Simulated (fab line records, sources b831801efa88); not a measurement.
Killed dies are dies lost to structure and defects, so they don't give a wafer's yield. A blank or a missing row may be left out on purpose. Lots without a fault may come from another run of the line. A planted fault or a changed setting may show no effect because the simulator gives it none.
Which tool did it? | flow sky130 | 24 lots, 72 wafers sampled, at 6 steps of a route of 708

WHAT THE GAUGES READ, wafer by wafer
SKY_SD_P_CD_MEAS_07: target cd 380 nm.
lot  | measured     | on        | cd_nm (nm)
L074 | day 25 16:26 | cd_sem-01 | 387.7 384.4 385.7
L075 | day 26 03:38 | cd_sem-02 | 380.6 380.1 380.6
L076 | day 26 06:47 | cd_sem-02 | 377.5 376.4 379.4
L077 | day 26 18:37 | cd_sem-01 | 375.7 375.1 376.2
L078 | day 26 19:59 | cd_sem-01 | 380.3 382.1 381.9
L079 | day 27 04:06 | cd_sem-01 | 380.3 382.4 381.2
L080 | day 27 12:46 | cd_sem-02 | 378.9 379.8 377.4
L081 | day 27 19:26 | cd_sem-02 | 382.6 379.1 379.7
L082 | day 28 00:32 | cd_sem-01 | 381.9 381.7 383.4
L083 | day 28 14:11 | cd_sem-02 | 380.3 378.1 379.6
L084 | day 29 01:07 | cd_sem-02 | 380.1 381.6 383.1
L085 | day 29 05:53 | cd_sem-01 | 378.1 377.2 378.3
L086 | day 29 22:02 | cd_sem-02 | 380.6 382.6 381.1
L087 | day 30 04:50 | cd_sem-02 | 376.6 379.5 379.7
L088 | day 30 09:03 | cd_sem-01 | 376.7 378.3 373.7
L091 | day 31 01:38 | cd_sem-02 | 379.9 379.2 381.8
L090 | day 31 02:32 | cd_sem-01 | 378.7 383.2 381.0
L089 | day 31 03:20 | cd_sem-01 | 376.3 375.9 377.0
L092 | day 32 09:11 | cd_sem-02 | 382.3 382.4 382.7
L093 | day 32 09:50 | cd_sem-01 | 383.3 381.4 383.5
L094 | day 32 10:46 | cd_sem-02 | 377.8 380.8 377.4
L095 | day 32 11:58 | cd_sem-02 | 379.1 377.9 378.3
L096 | day 32 14:16 | cd_sem-02 | 382.5 379.7 380.4
L097 | day 32 21:27 | cd_sem-01 | 378.4 381.8 381.0

SKY_SD_N_RS_MEAS_18: measures by four-point-probe.
lot  | measured     | on            | RES_XHIGH_RS (ohm/sq)
L074 | day 28 01:13 | film_metro-01 | 329.2 329.0 328.2
L075 | day 28 11:33 | film_metro-01 | 329.8 329.0 329.2
L076 | day 28 15:34 | film_metro-03 | 329.6 329.3 329.4
L077 | day 29 02:28 | film_metro-02 | 328.8 328.1 329.0
L078 | day 29 04:13 | film_metro-01 | 330.7 331.0 331.1
L079 | day 29 13:11 | film_metro-02 | 329.8 329.7 328.5
L080 | day 29 21:53 | film_metro-01 | 331.6 330.3 330.0
L081 | day 30 04:10 | film_metro-01 | 329.9 329.1 329.9
L082 | day 30 09:01 | film_metro-03 | 330.5 330.3 330.4
L083 | day 30 22:21 | film_metro-03 | 329.4 330.1 327.8
L084 | day 31 08:39 | film_metro-02 | 329.1 329.7 330.4
L085 | day 31 14:39 | film_metro-03 | 330.3 329.3 329.2
L086 | day 32 05:24 | film_metro-03 | 330.0 329.6 330.4
L087 | day 32 13:22 | film_metro-01 | 330.2 332.4 331.1
L088 | day 32 17:26 | film_metro-03 | 330.4 331.4 331.1
L091 | day 33 08:34 | film_metro-02 | 330.6 328.9 329.1
L090 | day 33 09:43 | film_metro-01 | 329.0 329.5 329.9
L089 | day 33 10:47 | film_metro-03 | 330.8 331.8 331.9
L092 | day 34 16:01 | film_metro-03 | 329.3 330.6 331.3
L093 | day 34 16:37 | film_metro-01 | 330.4 331.7 331.2
L094 | day 34 16:46 | film_metro-02 | 331.5 330.7 329.6
L095 | day 34 17:49 | film_metro-02 | 330.4 330.6 329.4
L096 | day 34 18:40 | film_metro-01 | 332.4 330.2 331.3
L097 | day 35 03:21 | film_metro-03 | 330.4 330.8 331.7

SKY_LI_CONTACT_THK_MEAS_01.
lot  | measured     | on            | LI_CONTACT_HDPCVD_THK (nm)
L074 | day 28 01:27 | film_metro-01 | 931 935 929
L075 | day 28 11:47 | film_metro-01 | 929 942 930
L076 | day 28 15:55 | film_metro-01 | 935 948 935
L077 | day 29 02:53 | film_metro-02 | 947 945 947
L078 | day 29 04:27 | film_metro-03 | 918 919 935
L079 | day 29 13:25 | film_metro-01 | 931 936 921
L080 | day 29 22:07 | film_metro-02 | 936 929 928
L081 | day 30 04:24 | film_metro-03 | 922 930 921
L082 | day 30 09:18 | film_metro-02 | 942 939 926
L083 | day 30 22:35 | film_metro-01 | 928 927 927
L084 | day 31 08:53 | film_metro-01 | 918 919 920
L085 | day 31 14:56 | film_metro-02 | 916 920 938
L086 | day 32 05:38 | film_metro-03 | 932 918 932
L087 | day 32 13:36 | film_metro-03 | 922 930 926
L088 | day 32 17:40 | film_metro-01 | 903 929 922
L091 | day 33 08:48 | film_metro-01 | 929 927 919
L090 | day 33 09:57 | film_metro-02 | 935 921 931
L089 | day 33 11:01 | film_metro-02 | 921 929 921
L092 | day 34 16:15 | film_metro-02 | 933 927 924
L093 | day 34 16:51 | film_metro-01 | 935 931 929
L094 | day 34 16:59 | film_metro-02 | 934 931 940
L095 | day 34 18:01 | film_metro-01 | 942 942 931
L096 | day 34 18:55 | film_metro-01 | 919 933 910
L097 | day 35 03:34 | film_metro-02 | 945 933 945

SKY_VIA2_THK_MEAS_01.
lot  | measured     | on            | VIA2_HDPCVD_THK (nm)
L074 | day 35 06:48 | film_metro-01 | 1110 1097 1115
L075 | day 35 16:34 | film_metro-04 | 1111 1130 1131
L076 | day 35 21:08 | film_metro-02 | 1127 1143 1146
L077 | day 36 05:47 | film_metro-02 | 1136 1148 1146
L078 | day 36 06:35 | film_metro-01 | 1139 1128 1141
L079 | day 36 14:31 | film_metro-02 | 1125 1126 1125
L080 | day 37 00:24 | film_metro-01 | 1128 1118 1089
L081 | day 37 05:16 | film_metro-01 | 1143 1138 1128
L082 | day 37 12:38 | film_metro-04 | 1144 1161 1153
L083 | day 37 22:39 | film_metro-04 | 1134 1120 1131
L084 | day 38 07:53 | film_metro-04 | 1121 1119 1106
L085 | day 38 15:20 | film_metro-04 | 1118 1099 1126
L086 | day 39 03:34 | film_metro-01 | 1142 1146 1137
L087 | day 39 10:42 | film_metro-04 | 1125 1114 1116
L088 | day 39 14:11 | film_metro-02 | 1130 1125 1113
L091 | day 40 07:46 | film_metro-01 | 1129 1137 1128
L090 | day 40 08:03 | film_metro-04 | 1100 1120 1126
L089 | day 40 09:47 | film_metro-01 | 1126 1100 1138
L092 | day 41 10:47 | film_metro-01 | 1127 1111 1126
L093 | day 41 13:22 | film_metro-02 | 1109 1131 1131
L094 | day 41 14:02 | film_metro-01 | 1119 1107 1138
L095 | day 41 14:08 | film_metro-04 | 1142 1137 1122
L096 | day 41 16:04 | film_metro-02 | 1126 1098 1137
L097 | day 41 21:00 | film_metro-02 | 1117 1155 1133

WHICH TOOL RAN EACH LOT (tool, then ch and the chambers of the sampled wafers, then the start)
lot  | SKY_POLY_CUT_STRIP_12                | SKY_METAL1_SPUTTER_01
L074 | plasma_asher-02 ch 0,1, day 24 09:55 | pvd_sputter-01, day 31 18:11
L075 | plasma_asher-04 ch 1, day 24 21:42   | pvd_sputter-02, day 32 03:25
L076 | plasma_asher-02 ch 0, day 25 00:55   | pvd_sputter-01, day 32 08:20
L077 | plasma_asher-02 ch 0,1, day 25 14:25 | pvd_sputter-01, day 32 18:20
L078 | plasma_asher-03 ch 0,1, day 25 15:45 | pvd_sputter-03, day 32 19:46
L079 | plasma_asher-02 ch 0,1, day 26 00:10 | pvd_sputter-02, day 33 02:55
L080 | plasma_asher-04 ch 0,1, day 26 09:47 | pvd_sputter-02, day 33 11:48
L081 | plasma_asher-04 ch 0,1, day 26 15:51 | pvd_sputter-02, day 33 18:45
L082 | plasma_asher-03 ch 0,1, day 26 22:18 | pvd_sputter-01, day 34 00:49
L083 | plasma_asher-03 ch 0,1, day 27 10:24 | pvd_sputter-02, day 34 11:01
L084 | plasma_asher-03 ch 1, day 27 21:37   | pvd_sputter-02, day 34 20:17
L085 | plasma_asher-02 ch 0,1, day 28 02:13 | pvd_sputter-02, day 35 03:43
L086 | plasma_asher-04 ch 0,1, day 28 17:46 | pvd_sputter-03, day 35 17:22
L087 | plasma_asher-02 ch 0,1, day 29 02:30 | pvd_sputter-01, day 35 23:32
L088 | plasma_asher-02 ch 0,1, day 29 05:22 | pvd_sputter-02, day 36 04:26
L091 | plasma_asher-03 ch 0,1, day 29 21:58 | pvd_sputter-03, day 36 21:31
L090 | plasma_asher-04 ch 0,1, day 29 22:55 | pvd_sputter-02, day 36 22:49
L089 | plasma_asher-03 ch 0,1, day 29 23:07 | pvd_sputter-01, day 37 00:07
L092 | plasma_asher-02 ch 0,1, day 31 04:58 | pvd_sputter-02, day 38 04:53
L093 | plasma_asher-04 ch 0,1, day 31 06:15 | pvd_sputter-03, day 38 05:21
L094 | plasma_asher-02 ch 0,1, day 31 07:14 | pvd_sputter-02, day 38 06:19
L095 | plasma_asher-03 ch 0,1, day 31 08:47 | pvd_sputter-02, day 38 07:07
L096 | plasma_asher-02 ch 0,1, day 31 11:43 | pvd_sputter-03, day 38 07:28
L097 | plasma_asher-04 ch 0,1, day 31 17:57 | pvd_sputter-02, day 38 15:37
- SKY_POLY_CUT_STRIP_12: strips in O2/N2.
- SKY_METAL1_SPUTTER_01: material TiN, target thk 20 nm, time 16.7 s.

WHAT THE TOOLS THEMSELVES READ (means of the sampled wafers that have a number; where no wafer has one, the mark that the record gives instead)
SKY_POLY_CUT_STRIP_12.
lot  | tool            | drypump_motor_current_A (A) | oes_product_au (a.u.) | strip_time_to_endpoint_s (s)
L074 | plasma_asher-02 | 5.9                         | 0.452                 | 5.368
L075 | plasma_asher-04 | 5.8                         | 0.450                 | 5.340
L076 | plasma_asher-02 | 6.8                         | 0.456                 | 5.381
L077 | plasma_asher-02 | 5.9                         | 0.451                 | 5.310
L078 | plasma_asher-03 | 5.6                         | 0.453                 | 5.361
L079 | plasma_asher-02 | 6.4                         | 0.449                 | 5.378
L080 | plasma_asher-04 | 6.1                         | 0.448                 | 5.340
L081 | plasma_asher-04 | 6.1                         | 0.453                 | 5.350
L082 | plasma_asher-03 | 5.7                         | 0.454                 | 5.354
L083 | plasma_asher-03 | 5.7                         | 0.453                 | 5.377
L084 | plasma_asher-03 | 5.6                         | 0.451                 | 5.373
L085 | plasma_asher-02 | 6.3                         | 0.452                 | 5.350
L086 | plasma_asher-04 | 6.0                         | 0.456                 | 5.356
L087 | plasma_asher-02 | 5.9                         | 0.450                 | 5.363
L088 | plasma_asher-02 | 6.4                         | 0.451                 | 5.377
L091 | plasma_asher-03 | 5.7                         | 0.453                 | 5.372
L090 | plasma_asher-04 | 6.3                         | 0.452                 | 5.366
L089 | plasma_asher-03 | 5.6                         | 0.450                 | 5.346
L092 | plasma_asher-02 | 6.4                         | 0.455                 | 5.316
L093 | plasma_asher-04 | 6.3                         | 0.454                 | 5.378
L094 | plasma_asher-02 | 6.4                         | 0.454                 | 5.364
L095 | plasma_asher-03 | 5.7                         | 0.453                 | 5.356
L096 | plasma_asher-02 | 6.4                         | 0.454                 | 5.379
L097 | plasma_asher-04 | 6.3                         | 0.450                 | 5.376

SKY_METAL1_SPUTTER_01.
lot  | tool           | chamber_pressure_pa (Pa) | throttle_valve_pct (%)
L074 | pvd_sputter-01 | 0.3994                   | 30.1
L075 | pvd_sputter-02 | 0.3997                   | 29.5
L076 | pvd_sputter-01 | 0.4001                   | 30.5
L077 | pvd_sputter-01 | 0.4007                   | 28.9
L078 | pvd_sputter-03 | 0.3999                   | 30.6
L079 | pvd_sputter-02 | 0.3996                   | 30.1
L080 | pvd_sputter-02 | 0.4001                   | 30.0
L081 | pvd_sputter-02 | 0.3995                   | 30.0
L082 | pvd_sputter-01 | 0.3993                   | 29.9
L083 | pvd_sputter-02 | 0.3992                   | 30.2
L084 | pvd_sputter-02 | 0.4001                   | 28.9
L085 | pvd_sputter-02 | 0.4006                   | 30.3
L086 | pvd_sputter-03 | 0.4002                   | 31.1
L087 | pvd_sputter-01 | 0.3995                   | 28.7
L088 | pvd_sputter-02 | 0.3996                   | 29.6
L091 | pvd_sputter-03 | 0.3999                   | 30.9
L090 | pvd_sputter-02 | 0.3997                   | 29.3
L089 | pvd_sputter-01 | 0.4009                   | 30.3
L092 | pvd_sputter-02 | 0.4001                   | 29.4
L093 | pvd_sputter-03 | 0.4002                   | 31.0
L094 | pvd_sputter-02 | 0.4005                   | 30.0
L095 | pvd_sputter-02 | 0.4001                   | 29.1
L096 | pvd_sputter-03 | 0.4010                   | 30.1
L097 | pvd_sputter-02 | 0.4006                   | 29.6

THE ANSWER, worked out from the rows above alone
Rule: what is usual is taken from the lots themselves. Put in order of their means at a reading, lots are off if they are a third of the lots or fewer, leave a main group of 4 or more, and stand apart from it by a gap of 3 or more times the standard deviation of the main group's means; of several such gaps the widest counts. A main group whose means are all the same, to the digits that the tables above print for the reading, isn't used. A lot without any number at a reading at which 4 lots or more have one is off too. The other lots that the step has rows for count as sound. The gauges are gone through in route order, then the tools' own readings, and for those a lot's mean is taken as printed above. The first step at which some lot is off is used, and at that step the reading that is off furthest; a lot without a number counts as furthest.
No lot is off at any reading shown: from this, nothing can be told.

WHAT THE SIMULATOR HAD PUT IN
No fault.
